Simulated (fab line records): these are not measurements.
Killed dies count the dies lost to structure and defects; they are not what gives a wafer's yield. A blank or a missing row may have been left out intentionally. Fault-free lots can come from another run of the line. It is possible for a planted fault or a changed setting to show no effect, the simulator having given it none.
Problem report, 8D (eight disciplines) form, completed by code + flow sky130 + the parts of the form that need people (team, actions taken, sign-off) are left out

== 1. PROBLEM STATEMENT ==
Across 6 wafers from 2 lots, CONTACT_W_RS at SKY_CONTACT_RS_MEAS_25 averages 0.444 ohm/sq, while fault-free wafers read 0.338 ohm/sq with a standard deviation of 0.006. That puts it +18 standard deviations away from the usual mean.
The step: measures by four-point-probe.
Earliest sighting: wafer L231.1 on film_metro-04 at day 37 20:25. At this step, 30 wafers from 10 lots have a number in the record. By rule, "out" or "out of limits" means more than 4 standard deviations away from the usual mean. The other wafers with a number count as sound.

== 2. WHAT IT IS; WHAT IT IS NOT ==
| question                    | is                     | is not                                                                    |
|-----------------------------|------------------------|---------------------------------------------------------------------------|
| which readings at this step | CONTACT_W_RS           | -                                                                         |
| which lots                  | L231, L233             | L213, L216, L217, L219, L225, L228, L232, L234                            |
| which wafers of those lots  | all that have a number | -                                                                         |
| read on which gauges        | film_metro-04          | film_metro-01, film_metro-02                                              |
| when                        | from day 37 20:25      | up to then (18 sound wafers); but 6 sound wafers of L232, L234 came after |

== 3. WHAT RULES OUT EACH SUSPECT ==
Counting: a tool at a process step up to the reading stays a suspect if it ran every lot that is out and no sound lot after the first of them.
- the gauge at SKY_CONTACT_RS_MEAS_25 is ruled out. All the wafers that are out were read on film_metro-04, but those of them that SKY_CONTACT_CMP_27 has rows for are out there too, on other tools.
- cvd_w-01 at SKY_CONTACT_CVD_24 (deposits W, target thk 340 nm, time 102.12 s): kept. It ran every lot that is out, first L231 (day 37 20:18), and no sound lot after that; its last sound lot up to then is L219 (day 34 11:05).
Left after counting: cvd_w-01 at SKY_CONTACT_CVD_24.

== 4. THE CAUSE (what the simulator had put in) ==
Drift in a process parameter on cvd_w-01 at SKY_CONTACT_CVD_24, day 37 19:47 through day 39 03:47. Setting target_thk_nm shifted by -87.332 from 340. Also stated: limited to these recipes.
After counting, this tool was the only one left.

== 5. THE CHAIN OF EFFECTS, in route order ==
One row per reading whose mean, taken over the struck wafers that have a number, lies over 3 standard deviations from the usual. Only readings whose record carries a usual standard deviation are examined. hours: median over the lots of the time between each lot's start at the first step of this table that gives one and its start at this step. sigmas: the change, counted in usual standard deviations.
| hours | step                    | reading            | usual        | on struck wafers | change | sigmas |
|-------|-------------------------|--------------------|--------------|------------------|--------|--------|
| 0     | SKY_CONTACT_RS_MEAS_25  | CONTACT_W_RS       | 0.338 ohm/sq | 0.444            | +0.105 | +18    |
| 0     | SKY_CONTACT_THK_MEAS_26 | CONTACT_W_THK      | 334 nm       | 257              | -77    | -11    |
| 0     | SKY_CONTACT_CMP_27      | time_to_endpoint_s | 81.4 s       | 62.7             | -18.7  | -6.4   |
It contains these process steps:
- SKY_CONTACT_CMP_27: polishes, stops on SiO2, t overpolish 15 s, target thk 0 nm.

== 6. WHAT WOULD HAVE CAUGHT IT SOONER ==
In this record the first reading out of limits at a measuring or inspecting step was taken at day 37 20:25, 1 hour after the fault began at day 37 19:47.
Tool readings at SKY_CONTACT_CVD_24 with a usual standard deviation given in the record: none out on any struck wafer, hence no alarm at a limit of 4 standard deviations on them.
Among the 2 lots that are out, L233 began SKY_CONTACT_CVD_24 on cvd_w-01 after day 37 20:25. A hold on the tool at that time would have spared it.
